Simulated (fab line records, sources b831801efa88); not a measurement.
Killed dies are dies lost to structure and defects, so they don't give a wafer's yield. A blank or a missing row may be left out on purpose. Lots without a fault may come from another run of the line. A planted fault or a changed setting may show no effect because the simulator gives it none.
Which tool did it? | flow sky130 | 13 lots, 39 wafers sampled, at 2 steps of a route of 708

WHAT THE GAUGES READ, wafer by wafer
SKY_VT_ADJUST_HVTR_CD_MEAS_07: target cd 380 nm.
lot  | measured     | on        | cd_nm (nm)
L521 | day 10 11:34 | cd_sem-01 | 383.8 383.0 384.5
L522 | day 10 18:32 | cd_sem-01 | 379.4 379.0 377.3
L523 | day 10 21:26 | cd_sem-02 | 375.4 378.3 378.4
L527 | day 12 14:34 | cd_sem-02 | 382.4 381.0 383.2
L529 | day 12 17:31 | cd_sem-01 | 376.4 376.0 375.2
L530 | day 13 05:47 | cd_sem-02 | 380.0 378.5 380.6
L533 | day 14 08:49 | cd_sem-01 | 380.2 381.1 380.4
L536 | day 15 00:33 | cd_sem-02 | 380.4 379.2 381.0
L537 | day 15 11:19 | cd_sem-01 | 379.1 381.4 378.7
L538 | day 15 23:28 | cd_sem-01 | 381.6 382.6 379.9
L539 | day 16 06:34 | cd_sem-02 | 381.0 382.5 379.4
L540 | day 16 10:08 | cd_sem-02 | 385.1 383.5 385.4
L541 | day 16 13:29 | cd_sem-02 | 382.4 379.9 379.8

WHICH TOOL RAN EACH LOT (tool, then ch and the chambers of the sampled wafers, then the start)
lot  | SKY_NWELL_STRIP_14
L521 | plasma_asher-04 ch 0,1, day 5 06:19
L522 | plasma_asher-02 ch 0,1, day 5 12:52
L523 | plasma_asher-02 ch 0,1, day 5 15:46
L527 | plasma_asher-02 ch 0,1, day 6 21:59
L529 | plasma_asher-02 ch 0,1, day 7 02:58
L530 | plasma_asher-04 ch 0,1, day 7 12:23
L533 | plasma_asher-04 ch 0,1, day 8 08:26
L536 | plasma_asher-02 ch 0,1, day 9 00:25
L537 | plasma_asher-04 ch 0, day 9 06:19
L538 | plasma_asher-04 ch 0,1, day 9 17:28
L539 | plasma_asher-04 ch 0,1, day 9 23:05
L540 | plasma_asher-01 ch 1, day 10 02:31
L541 | plasma_asher-02 ch 0, day 10 04:13
- SKY_NWELL_STRIP_14: strips in O2/N2.

WHAT THE TOOLS THEMSELVES READ (means of the sampled wafers that have a number; where no wafer has one, the mark that the record gives instead)
SKY_NWELL_STRIP_14.
lot  | tool            | drypump_motor_current_A (A) | oes_product_au (a.u.) | strip_time_to_endpoint_s (s)
L521 | plasma_asher-04 | 5.3                         | 0.721                 | 36.84
L522 | plasma_asher-02 | 5.8                         | 0.721                 | 36.82
L523 | plasma_asher-02 | 5.8                         | 0.725                 | 36.98
L527 | plasma_asher-02 | 5.8                         | 0.724                 | 36.79
L529 | plasma_asher-02 | 6.3                         | 0.723                 | 36.91
L530 | plasma_asher-04 | 5.3                         | 0.722                 | 37.06
L533 | plasma_asher-04 | 5.5                         | 0.729                 | 36.99
L536 | plasma_asher-02 | 5.8                         | 0.728                 | 36.87
L537 | plasma_asher-04 | 5.6                         | 0.720                 | 36.90
L538 | plasma_asher-04 | 5.4                         | 0.721                 | 36.90
L539 | plasma_asher-04 | 5.5                         | 0.725                 | 37.02
L540 | plasma_asher-01 | 5.6                         | 0.725                 | 36.92
L541 | plasma_asher-02 | 6.8                         | 0.724                 | 36.77

THE ANSWER, worked out from the rows above alone
Rule: what is usual is taken from the lots themselves. Put in order of their means at a reading, lots are off if they are a third of the lots or fewer, leave a main group of 4 or more, and stand apart from it by a gap of 3 or more times the standard deviation of the main group's means; of several such gaps the widest counts. A main group whose means are all the same, to the digits that the tables above print for the reading, isn't used. A lot without any number at a reading at which 4 lots or more have one is off too. The other lots that the step has rows for count as sound. The gauges are gone through in route order, then the tools' own readings, and for those a lot's mean is taken as printed above. The first step at which some lot is off is used, and at that step the reading that is off furthest; a lot without a number counts as furthest.
No lot is off at any reading shown: from this, nothing can be told.

WHAT THE SIMULATOR HAD PUT IN
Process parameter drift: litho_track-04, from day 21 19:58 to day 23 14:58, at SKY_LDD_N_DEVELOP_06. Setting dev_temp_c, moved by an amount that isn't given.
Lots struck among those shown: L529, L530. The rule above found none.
